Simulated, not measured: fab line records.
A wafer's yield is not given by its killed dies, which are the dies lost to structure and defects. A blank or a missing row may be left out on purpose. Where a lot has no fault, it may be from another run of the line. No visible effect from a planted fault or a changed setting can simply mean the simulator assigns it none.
The tool behind it: which one? / flow gf180mcu / 72 wafers from 24 lots sampled at 6 of the route's 602 steps

## WHAT THE GAUGES READ, wafer by wafer
GF_DUAL_GATE_OVL_MEAS_11. Usual: DUAL_GATE_OVL typically reads 1.0 nm, with standard deviation 1.5.
lot=L074; measured=day 8 07:56; on=overlay-02; DUAL_GATE_OVL (nm)=-0.3 -0.2 -1.1; flag=
lot=L075; measured=day 8 15:59; on=overlay-01; DUAL_GATE_OVL (nm)=3.6 3.4 4.8; flag=
lot=L076; measured=day 8 21:17; on=overlay-01; DUAL_GATE_OVL (nm)=-0.4 1.4 -0.1; flag=
lot=L077; measured=day 9 04:53; on=overlay-01; DUAL_GATE_OVL (nm)=-0.2 0.1 -0.9; flag=
lot=L078; measured=day 9 14:21; on=overlay-01; DUAL_GATE_OVL (nm)=1.7 1.6 2.6; flag=
lot=L079; measured=day 9 21:32; on=overlay-01; DUAL_GATE_OVL (nm)=0.5 3.0 2.3; flag=
lot=L080; measured=day 10 00:12; on=overlay-01; DUAL_GATE_OVL (nm)=0.2 -0.1 -0.1; flag=
lot=L081; measured=day 10 09:23; on=overlay-01; DUAL_GATE_OVL (nm)=3.8 2.1 2.5; flag=
lot=L082; measured=day 10 13:41; on=overlay-01; DUAL_GATE_OVL (nm)=-0.3 -1.1 -1.1; flag=
lot=L083; measured=day 10 23:39; on=overlay-01; DUAL_GATE_OVL (nm)=2.0 1.7 1.0; flag=
lot=L084; measured=day 11 04:10; on=overlay-01; DUAL_GATE_OVL (nm)=-0.6 0.4 1.0; flag=
lot=L085; measured=day 11 13:56; on=overlay-01; DUAL_GATE_OVL (nm)=-0.1 0.5 -1.2; flag=
lot=L086; measured=day 11 18:14; on=overlay-02; DUAL_GATE_OVL (nm)=1.7 2.8 1.6; flag=
lot=L087; measured=day 12 01:08; on=overlay-02; DUAL_GATE_OVL (nm)=1.3 1.4 1.6; flag=
lot=L088; measured=day 12 11:17; on=overlay-02; DUAL_GATE_OVL (nm)=-1.3 -2.3 -1.1; flag=
lot=L089; measured=day 12 16:08; on=overlay-01; DUAL_GATE_OVL (nm)=0.7 2.0 1.5; flag=
lot=L090; measured=day 12 21:51; on=overlay-01; DUAL_GATE_OVL (nm)=1.3 0.3 1.6; flag=
lot=L091; measured=day 13 04:05; on=overlay-01; DUAL_GATE_OVL (nm)=-0.5 0.7 0.0; flag=
lot=L092; measured=day 13 10:17; on=overlay-02; DUAL_GATE_OVL (nm)=-2.2 -2.6 -1.2; flag=
lot=L093; measured=day 13 20:23; on=overlay-01; DUAL_GATE_OVL (nm)=1.6 1.3 1.7; flag=
lot=L094; measured=day 14 05:08; on=overlay-02; DUAL_GATE_OVL (nm)=1.8 2.5 2.0; flag=
lot=L095; measured=day 14 11:17; on=overlay-02; DUAL_GATE_OVL (nm)=-0.7 0.7 0.8; flag=
lot=L096; measured=day 14 14:56; on=overlay-01; DUAL_GATE_OVL (nm)=1.1 0.8 1.5; flag=
lot=L097; measured=day 15 05:58; on=overlay-01; DUAL_GATE_OVL (nm)=3.3 3.9 3.1; flag=

GF_M1_CD_MEAS_14 targets a cd of 230 nm. Usual: cd_nm 229.8 nm, standard deviation 1.2.
lot=L074; measured=day 17 00:18; on=cd_sem-02; cd_nm (nm)=229.7 228.6 228.4; flag=
lot=L075; measured=day 17 08:48; on=cd_sem-01; cd_nm (nm)=229.7 229.5 229.0; flag=
lot=L076; measured=day 17 20:35; on=cd_sem-01; cd_nm (nm)=231.6 230.2 231.0; flag=
lot=L077; measured=day 18 07:19; on=cd_sem-01; cd_nm (nm)=229.1 229.5 230.0; flag=
lot=L078; measured=day 18 16:52; on=cd_sem-02; cd_nm (nm)=230.0 229.8 228.8; flag=
lot=L079; measured=day 19 02:19; on=cd_sem-01; cd_nm (nm)=232.0 232.4 231.7; flag=
lot=L080; measured=day 19 06:49; on=cd_sem-02; cd_nm (nm)=229.0 229.8 229.6; flag=
lot=L081; measured=day 20 00:23; on=cd_sem-02; cd_nm (nm)=228.3 229.8 227.1; flag=
lot=L082; measured=day 20 00:58; on=cd_sem-01; cd_nm (nm)=227.3 227.8 228.5; flag=
lot=L083; measured=day 20 16:16; on=cd_sem-02; cd_nm (nm)=229.8 231.9 231.2; flag=
lot=L084; measured=day 20 22:52; on=cd_sem-02; cd_nm (nm)=226.8 227.9 227.3; flag=
lot=L085; measured=day 21 13:09; on=cd_sem-01; cd_nm (nm)=229.7 230.0 229.8; flag=
lot=L086; measured=day 21 16:46; on=cd_sem-01; cd_nm (nm)=231.2 231.3 232.4; flag=
lot=L087; measured=day 21 22:28; on=cd_sem-01; cd_nm (nm)=230.6 229.2 230.4; flag=
lot=L088; measured=day 22 10:04; on=cd_sem-02; cd_nm (nm)=229.2 230.2 231.3; flag=
lot=L089; measured=day 22 15:14; on=cd_sem-02; cd_nm (nm)=229.4 230.7 230.4; flag=
lot=L090; measured=day 22 21:01; on=cd_sem-02; cd_nm (nm)=232.3 232.1 231.3; flag=
lot=L091; measured=day 23 07:27; on=cd_sem-02; cd_nm (nm)=228.8 227.7 228.1; flag=
lot=L092; measured=day 23 14:58; on=cd_sem-02; cd_nm (nm)=230.9 228.7 229.4; flag=
lot=L093; measured=day 23 23:53; on=cd_sem-01; cd_nm (nm)=230.1 229.9 230.3; flag=
lot=L094; measured=day 24 09:22; on=cd_sem-01; cd_nm (nm)=230.2 230.8 229.7; flag=
lot=L095; measured=day 24 15:29; on=cd_sem-01; cd_nm (nm)=228.8 229.4 229.5; flag=
lot=L096; measured=day 24 19:16; on=cd_sem-02; cd_nm (nm)=230.9 230.8 231.0; flag=
lot=L097; measured=day 25 10:29; on=cd_sem-01; cd_nm (nm)=229.8 229.8 228.6; flag=

GF_V3_CD_MEAS_14 targets a cd of 260 nm. Usual: cd_nm 259.9 nm, standard deviation 1.
lot=L074; measured=day 22 09:09; on=cd_sem-02; cd_nm (nm)=261.2 260.6 260.5; flag=
lot=L075; measured=day 22 17:11; on=cd_sem-02; cd_nm (nm)=260.4 260.8 260.2; flag=
lot=L076; measured=day 23 05:36; on=cd_sem-02; cd_nm (nm)=260.4 259.7 261.2; flag=
lot=L077; measured=day 23 15:29; on=cd_sem-02; cd_nm (nm)=259.2 257.8 257.6; flag=
lot=L078; measured=day 23 22:08; on=cd_sem-02; cd_nm (nm)=259.1 258.9 258.6; flag=
lot=L079; measured=day 24 08:08; on=cd_sem-01; cd_nm (nm)=257.5 258.8 258.1; flag=
lot=L080; measured=day 24 10:04; on=cd_sem-01; cd_nm (nm)=259.7 258.4 259.5; flag=
lot=L081; measured=day 25 02:13; on=cd_sem-01; cd_nm (nm)=259.3 259.2 260.5; flag=
lot=L082; measured=day 25 03:44; on=cd_sem-01; cd_nm (nm)=260.8 259.4 260.7; flag=
lot=L083; measured=day 25 16:34; on=cd_sem-01; cd_nm (nm)=260.3 260.1 261.6; flag=
lot=L084; measured=day 25 22:44; on=cd_sem-01; cd_nm (nm)=260.3 260.9 260.5; flag=
lot=L085; measured=day 26 11:53; on=cd_sem-01; cd_nm (nm)=259.3 259.1 258.6; flag=
lot=L086; measured=day 26 15:11; on=cd_sem-01; cd_nm (nm)=259.4 259.3 259.6; flag=
lot=L087; measured=day 26 19:52; on=cd_sem-01; cd_nm (nm)=259.0 260.1 259.7; flag=
lot=L088; measured=day 27 05:50; on=cd_sem-01; cd_nm (nm)=259.5 260.3 259.0; flag=
lot=L089; measured=day 27 10:54; on=cd_sem-02; cd_nm (nm)=258.5 258.9 258.9; flag=
lot=L090; measured=day 27 15:10; on=cd_sem-02; cd_nm (nm)=259.8 259.6 260.7; flag=
lot=L091; measured=day 28 01:15; on=cd_sem-02; cd_nm (nm)=261.6 262.0 261.9; flag=
lot=L092; measured=day 28 07:26; on=cd_sem-01; cd_nm (nm)=260.8 260.6 261.0; flag=
lot=L093; measured=day 28 14:41; on=cd_sem-02; cd_nm (nm)=258.6 259.8 259.5; flag=
lot=L094; measured=day 28 23:50; on=cd_sem-02; cd_nm (nm)=259.1 260.0 260.0; flag=
lot=L095; measured=day 29 05:17; on=cd_sem-01; cd_nm (nm)=259.9 260.0 258.8; flag=
lot=L096; measured=day 29 07:37; on=cd_sem-02; cd_nm (nm)=262.2 261.7 260.8; flag=
lot=L097; measured=day 29 21:38; on=cd_sem-01; cd_nm (nm)=260.1 260.0 259.6; flag=

GF_V4_THK_MEAS_01. Usual: V4_CVD_00_THK typically reads 603 nm, with standard deviation 6.1.
lot=L074; measured=day 23 10:40; on=film_metro-02; V4_CVD_00_THK (nm)=618 605 599; flag=
lot=L075; measured=day 23 18:34; on=film_metro-02; V4_CVD_00_THK (nm)=595 618 611; flag=
lot=L076; measured=day 24 06:44; on=film_metro-02; V4_CVD_00_THK (nm)=603 607 605; flag=
lot=L077; measured=day 24 16:06; on=film_metro-04; V4_CVD_00_THK (nm)=595 616 618; flag=
lot=L078; measured=day 24 23:01; on=film_metro-04; V4_CVD_00_THK (nm)=618 610 603; flag=
lot=L079; measured=day 25 08:55; on=film_metro-01; V4_CVD_00_THK (nm)=603 596 607; flag=
lot=L080; measured=day 25 10:34; on=film_metro-02; V4_CVD_00_THK (nm)=601 600 601; flag=
lot=L081; measured=day 26 02:02; on=film_metro-04; V4_CVD_00_THK (nm)=604 597 607; flag=
lot=L082; measured=day 26 03:02; on=film_metro-02; V4_CVD_00_THK (nm)=607 606 609; flag=
lot=L083; measured=day 26 16:26; on=film_metro-01; V4_CVD_00_THK (nm)=600 604 602; flag=
lot=L084; measured=day 26 21:58; on=film_metro-04; V4_CVD_00_THK (nm)=591 595 597; flag=
lot=L085; measured=day 27 11:25; on=film_metro-01; V4_CVD_00_THK (nm)=601 602 609; flag=
lot=L086; measured=day 27 14:23; on=film_metro-04; V4_CVD_00_THK (nm)=608 611 608; flag=
lot=L087; measured=day 27 18:02; on=film_metro-01; V4_CVD_00_THK (nm)=612 607 605; flag=
lot=L088; measured=day 28 04:08; on=film_metro-01; V4_CVD_00_THK (nm)=603 601 599; flag=
lot=L089; measured=day 28 09:34; on=film_metro-04; V4_CVD_00_THK (nm)=596 605 600; flag=
lot=L090; measured=day 28 13:29; on=film_metro-02; V4_CVD_00_THK (nm)=600 605 598; flag=
lot=L091; measured=day 28 22:24; on=film_metro-04; V4_CVD_00_THK (nm)=598 606 600; flag=
lot=L092; measured=day 29 05:09; on=film_metro-01; V4_CVD_00_THK (nm)=606 608 610; flag=
lot=L093; measured=day 29 12:36; on=film_metro-01; V4_CVD_00_THK (nm)=598 597 599; flag=
lot=L094; measured=day 29 21:15; on=film_metro-01; V4_CVD_00_THK (nm)=596 603 606; flag=
lot=L095; measured=day 30 01:51; on=film_metro-04; V4_CVD_00_THK (nm)=592 602 597; flag=
lot=L096; measured=day 30 05:01; on=film_metro-04; V4_CVD_00_THK (nm)=598 601 603; flag=
lot=L097; measured=day 30 17:51; on=film_metro-02; V4_CVD_00_THK (nm)=598 604 599; flag=

## WHICH TOOL RAN EACH LOT (tool, then ch and the chambers of the sampled wafers, then the start)
lot=L074; GF_DNWELL_STRIP_08=plasma_asher-02 ch 0, day 2 19:10; GF_V3_CVD_23=cvd_w-01 ch 0,1, day 22 10:03
lot=L075; GF_DNWELL_STRIP_08=plasma_asher-04 ch 0,1, day 2 23:47; GF_V3_CVD_23=cvd_w-01 ch 1, day 22 18:07
lot=L076; GF_DNWELL_STRIP_08=plasma_asher-04 ch 1, day 3 05:13; GF_V3_CVD_23=cvd_w-01 ch 0,1, day 23 06:31
lot=L077; GF_DNWELL_STRIP_08=plasma_asher-02 ch 0,1, day 3 11:22; GF_V3_CVD_23=cvd_w-01 ch 0,1, day 23 16:23
lot=L078; GF_DNWELL_STRIP_08=plasma_asher-04 ch 0,1, day 3 16:16; GF_V3_CVD_23=cvd_w-02 ch 0,1, day 23 23:03
lot=L079; GF_DNWELL_STRIP_08=plasma_asher-03 ch 0,1, day 3 20:28; GF_V3_CVD_23=cvd_w-01 ch 0,1, day 24 09:05
lot=L080; GF_DNWELL_STRIP_08=plasma_asher-04 ch 0,1, day 4 01:46; GF_V3_CVD_23=cvd_w-01 ch 0,1, day 24 11:01
lot=L081; GF_DNWELL_STRIP_08=plasma_asher-03 ch 0,1, day 4 09:07; GF_V3_CVD_23=cvd_w-02 ch 0,1, day 25 03:08
lot=L082; GF_DNWELL_STRIP_08=plasma_asher-03 ch 0,1, day 4 12:47; GF_V3_CVD_23=cvd_w-02 ch 0,1, day 25 04:39
lot=L083; GF_DNWELL_STRIP_08=plasma_asher-02 ch 0,1, day 4 18:10; GF_V3_CVD_23=cvd_w-02 ch 0,1, day 25 17:30
lot=L084; GF_DNWELL_STRIP_08=plasma_asher-03 ch 0,1, day 4 23:17; GF_V3_CVD_23=cvd_w-01 ch 0,1, day 25 23:41
lot=L085; GF_DNWELL_STRIP_08=plasma_asher-03 ch 0,1, day 5 05:44; GF_V3_CVD_23=cvd_w-02 ch 0,1, day 26 12:47
lot=L086; GF_DNWELL_STRIP_08=plasma_asher-03 ch 0,1, day 5 11:20; GF_V3_CVD_23=cvd_w-02 ch 0,1, day 26 16:08
lot=L087; GF_DNWELL_STRIP_08=plasma_asher-04 ch 0,1, day 5 15:01; GF_V3_CVD_23=cvd_w-02 ch 0,1, day 26 20:49
lot=L088; GF_DNWELL_STRIP_08=plasma_asher-04 ch 0,1, day 5 22:26; GF_V3_CVD_23=cvd_w-01 ch 0,1, day 27 06:45
lot=L089; GF_DNWELL_STRIP_08=plasma_asher-04 ch 0,1, day 6 02:11; GF_V3_CVD_23=cvd_w-02 ch 0, day 27 11:50
lot=L090; GF_DNWELL_STRIP_08=plasma_asher-04 ch 0,1, day 6 08:01; GF_V3_CVD_23=cvd_w-02 ch 0,1, day 27 16:07
lot=L091; GF_DNWELL_STRIP_08=plasma_asher-03 ch 0,1, day 6 12:50; GF_V3_CVD_23=cvd_w-01 ch 0,1, day 28 02:09
lot=L092; GF_DNWELL_STRIP_08=plasma_asher-03 ch 0,1, day 6 18:26; GF_V3_CVD_23=cvd_w-02 ch 0,1, day 28 08:21
lot=L093; GF_DNWELL_STRIP_08=plasma_asher-04 ch 0,1, day 6 23:41; GF_V3_CVD_23=cvd_w-02 ch 0,1, day 28 15:37
lot=L094; GF_DNWELL_STRIP_08=plasma_asher-02 ch 0,1, day 7 06:08; GF_V3_CVD_23=cvd_w-01 ch 0,1, day 29 00:45
lot=L095; GF_DNWELL_STRIP_08=plasma_asher-03 ch 0,1, day 7 10:59; GF_V3_CVD_23=cvd_w-02 ch 0,1, day 29 06:12
lot=L096; GF_DNWELL_STRIP_08=plasma_asher-04 ch 0,1, day 7 15:04; GF_V3_CVD_23=cvd_w-01 ch 0,1, day 29 08:32
lot=L097; GF_DNWELL_STRIP_08=plasma_asher-02 ch 0,1, day 8 02:56; GF_V3_CVD_23=cvd_w-01 ch 0,1, day 29 22:33
- GF_DNWELL_STRIP_08: strips in O2/N2.
- GF_V3_CVD_23: deposits W, target thk 350 nm, time 104.9 s.

## AS READ BY THE TOOLS THEMSELVES (means over the sampled wafers that have a number; for cases with no such wafer, the mark the record gives instead)
GF_DNWELL_STRIP_08. Usual: drypump_motor_current_A 5.5 A, standard deviation 0.49; heater_power_w 341 W, standard deviation 25; n2_flow_sccm 299.9 sccm, standard deviation 0.9; oes_product_au 0.723 a.u., standard deviation 0.0044; strip_time_to_endpoint_s 36.97 s, standard deviation 0.13.
lot=L074; tool=plasma_asher-02; drypump_motor_current_A (A)=5.2; heater_power_w (W)=336; n2_flow_sccm (sccm)=299.9; oes_product_au (a.u.)=0.720; strip_time_to_endpoint_s (s)=37.04; flag=
lot=L075; tool=plasma_asher-04; drypump_motor_current_A (A)=5.3; heater_power_w (W)=359; n2_flow_sccm (sccm)=299.1; oes_product_au (a.u.)=0.722; strip_time_to_endpoint_s (s)=36.96; flag=
lot=L076; tool=plasma_asher-04; drypump_motor_current_A (A)=5.3; heater_power_w (W)=367; n2_flow_sccm (sccm)=299.2; oes_product_au (a.u.)=0.728; strip_time_to_endpoint_s (s)=36.92; flag=
lot=L077; tool=plasma_asher-02; drypump_motor_current_A (A)=5.2; heater_power_w (W)=321; n2_flow_sccm (sccm)=299.9; oes_product_au (a.u.)=0.723; strip_time_to_endpoint_s (s)=36.83; flag=
lot=L078; tool=plasma_asher-04; drypump_motor_current_A (A)=5.3; heater_power_w (W)=357; n2_flow_sccm (sccm)=300.3; oes_product_au (a.u.)=0.723; strip_time_to_endpoint_s (s)=37.09; flag=
lot=L079; tool=plasma_asher-03; drypump_motor_current_A (A)=6.2; heater_power_w (W)=321; n2_flow_sccm (sccm)=299.4; oes_product_au (a.u.)=0.722; strip_time_to_endpoint_s (s)=37.15; flag=
lot=L080; tool=plasma_asher-04; drypump_motor_current_A (A)=5.3; heater_power_w (W)=357; n2_flow_sccm (sccm)=300.0; oes_product_au (a.u.)=0.722; strip_time_to_endpoint_s (s)=37.01; flag=
lot=L081; tool=plasma_asher-03; drypump_motor_current_A (A)=6.2; heater_power_w (W)=322; n2_flow_sccm (sccm)=299.3; oes_product_au (a.u.)=0.726; strip_time_to_endpoint_s (s)=37.09; flag=
lot=L082; tool=plasma_asher-03; drypump_motor_current_A (A)=6.2; heater_power_w (W)=324; n2_flow_sccm (sccm)=300.3; oes_product_au (a.u.)=0.721; strip_time_to_endpoint_s (s)=37.21; flag=
lot=L083; tool=plasma_asher-02; drypump_motor_current_A (A)=5.2; heater_power_w (W)=316; n2_flow_sccm (sccm)=299.5; oes_product_au (a.u.)=0.725; strip_time_to_endpoint_s (s)=36.87; flag=
lot=L084; tool=plasma_asher-03; drypump_motor_current_A (A)=5.8; heater_power_w (W)=344; n2_flow_sccm (sccm)=299.5; oes_product_au (a.u.)=0.725; strip_time_to_endpoint_s (s)=36.99; flag=
lot=L085; tool=plasma_asher-03; drypump_motor_current_A (A)=5.7; heater_power_w (W)=343; n2_flow_sccm (sccm)=299.9; oes_product_au (a.u.)=0.722; strip_time_to_endpoint_s (s)=36.76; flag=
lot=L086; tool=plasma_asher-03; drypump_motor_current_A (A)=6.1; heater_power_w (W)=327; n2_flow_sccm (sccm)=300.0; oes_product_au (a.u.)=0.722; strip_time_to_endpoint_s (s)=37.03; flag=
lot=L087; tool=plasma_asher-04; drypump_motor_current_A (A)=5.3; heater_power_w (W)=357; n2_flow_sccm (sccm)=300.1; oes_product_au (a.u.)=0.719; strip_time_to_endpoint_s (s)=36.71; flag=
lot=L088; tool=plasma_asher-04; drypump_motor_current_A (A)=5.3; heater_power_w (W)=351; n2_flow_sccm (sccm)=300.2; oes_product_au (a.u.)=0.724; strip_time_to_endpoint_s (s)=36.89; flag=
lot=L089; tool=plasma_asher-04; drypump_motor_current_A (A)=5.3; heater_power_w (W)=363; n2_flow_sccm (sccm)=299.8; oes_product_au (a.u.)=0.728; strip_time_to_endpoint_s (s)=37.00; flag=
lot=L090; tool=plasma_asher-04; drypump_motor_current_A (A)=5.3; heater_power_w (W)=357; n2_flow_sccm (sccm)=300.3; oes_product_au (a.u.)=0.725; strip_time_to_endpoint_s (s)=36.96; flag=
lot=L091; tool=plasma_asher-03; drypump_motor_current_A (A)=5.8; heater_power_w (W)=343; n2_flow_sccm (sccm)=300.0; oes_product_au (a.u.)=0.723; strip_time_to_endpoint_s (s)=37.08; flag=
lot=L092; tool=plasma_asher-03; drypump_motor_current_A (A)=6.2; heater_power_w (W)=323; n2_flow_sccm (sccm)=299.4; oes_product_au (a.u.)=0.727; strip_time_to_endpoint_s (s)=37.03; flag=
lot=L093; tool=plasma_asher-04; drypump_motor_current_A (A)=5.3; heater_power_w (W)=364; n2_flow_sccm (sccm)=299.1; oes_product_au (a.u.)=0.716; strip_time_to_endpoint_s (s)=36.78; flag=
lot=L094; tool=plasma_asher-02; drypump_motor_current_A (A)=5.2; heater_power_w (W)=317; n2_flow_sccm (sccm)=300.7; oes_product_au (a.u.)=0.722; strip_time_to_endpoint_s (s)=37.12; flag=
lot=L095; tool=plasma_asher-03; drypump_motor_current_A (A)=6.2; heater_power_w (W)=321; n2_flow_sccm (sccm)=299.7; oes_product_au (a.u.)=0.722; strip_time_to_endpoint_s (s)=37.02; flag=
lot=L096; tool=plasma_asher-04; drypump_motor_current_A (A)=5.3; heater_power_w (W)=356; n2_flow_sccm (sccm)=300.7; oes_product_au (a.u.)=0.725; strip_time_to_endpoint_s (s)=36.83; flag=
lot=L097; tool=plasma_asher-02; drypump_motor_current_A (A)=5.2; heater_power_w (W)=331; n2_flow_sccm (sccm)=300.5; oes_product_au (a.u.)=0.725; strip_time_to_endpoint_s (s)=36.74; flag=

GF_V3_CVD_23. Usual: chamber_pressure_Torr 40.02 Torr, standard deviation 0.084; heater_power_w 858 W, standard deviation 81.
lot=L074; tool=cvd_w-01; chamber_pressure_Torr (Torr)=40.01; heater_power_w (W)=785; flag=
lot=L075; tool=cvd_w-01; chamber_pressure_Torr (Torr)=40.06; heater_power_w (W)=870; flag=
lot=L076; tool=cvd_w-01; chamber_pressure_Torr (Torr)=40.04; heater_power_w (W)=778; flag=
lot=L077; tool=cvd_w-01; chamber_pressure_Torr (Torr)=40.09; heater_power_w (W)=836; flag=
lot=L078; tool=cvd_w-02; chamber_pressure_Torr (Torr)=40.07; heater_power_w (W)=871; flag=
lot=L079; tool=cvd_w-01; chamber_pressure_Torr (Torr)=40.07; heater_power_w (W)=841; flag=
lot=L080; tool=cvd_w-01; chamber_pressure_Torr (Torr)=40.02; heater_power_w (W)=826; flag=
lot=L081; tool=cvd_w-02; chamber_pressure_Torr (Torr)=40.01; heater_power_w (W)=880; flag=
lot=L082; tool=cvd_w-02; chamber_pressure_Torr (Torr)=39.98; heater_power_w (W)=929; flag=
lot=L083; tool=cvd_w-02; chamber_pressure_Torr (Torr)=39.95; heater_power_w (W)=932; flag=
lot=L084; tool=cvd_w-01; chamber_pressure_Torr (Torr)=40.00; heater_power_w (W)=793; flag=
lot=L085; tool=cvd_w-02; chamber_pressure_Torr (Torr)=40.07; heater_power_w (W)=933; flag=
lot=L086; tool=cvd_w-02; chamber_pressure_Torr (Torr)=40.11; heater_power_w (W)=887; flag=
lot=L087; tool=cvd_w-02; chamber_pressure_Torr (Torr)=39.88; heater_power_w (W)=926; flag=
lot=L088; tool=cvd_w-01; chamber_pressure_Torr (Torr)=40.07; heater_power_w (W)=833; flag=
lot=L089; tool=cvd_w-02; chamber_pressure_Torr (Torr)=40.10; heater_power_w (W)=968; flag=
lot=L090; tool=cvd_w-02; chamber_pressure_Torr (Torr)=40.08; heater_power_w (W)=924; flag=
lot=L091; tool=cvd_w-01; chamber_pressure_Torr (Torr)=39.95; heater_power_w (W)=786; flag=
lot=L092; tool=cvd_w-02; chamber_pressure_Torr (Torr)=40.05; heater_power_w (W)=867; flag=
lot=L093; tool=cvd_w-02; chamber_pressure_Torr (Torr)=39.97; heater_power_w (W)=940; flag=
lot=L094; tool=cvd_w-01; chamber_pressure_Torr (Torr)=40.06; heater_power_w (W)=782; flag=
lot=L095; tool=cvd_w-02; chamber_pressure_Torr (Torr)=39.94; heater_power_w (W)=882; flag=
lot=L096; tool=cvd_w-01; chamber_pressure_Torr (Torr)=40.02; heater_power_w (W)=792; flag=
lot=L097; tool=cvd_w-01; chamber_pressure_Torr (Torr)=39.98; heater_power_w (W)=794; flag=

## THE ANSWER, worked out from the rows above alone
Rule: a lot is off if the mean of its wafers that have a number lies more than 3 standard deviations from the usual mean. Also off: a lot with no number at a reading for which 4 or more lots have one. The other lots that the step has rows for count as sound. After the gauges, taken in route order, come the tools' own readings; for these a lot's mean is taken, as printed above. The first step at which some lot is off is used, and at that step the reading that is off furthest; a lot without a number counts as furthest.
No lot is off at any reading shown: from this, nothing can be told.

## WHAT WAS PUT IN BY THE SIMULATOR
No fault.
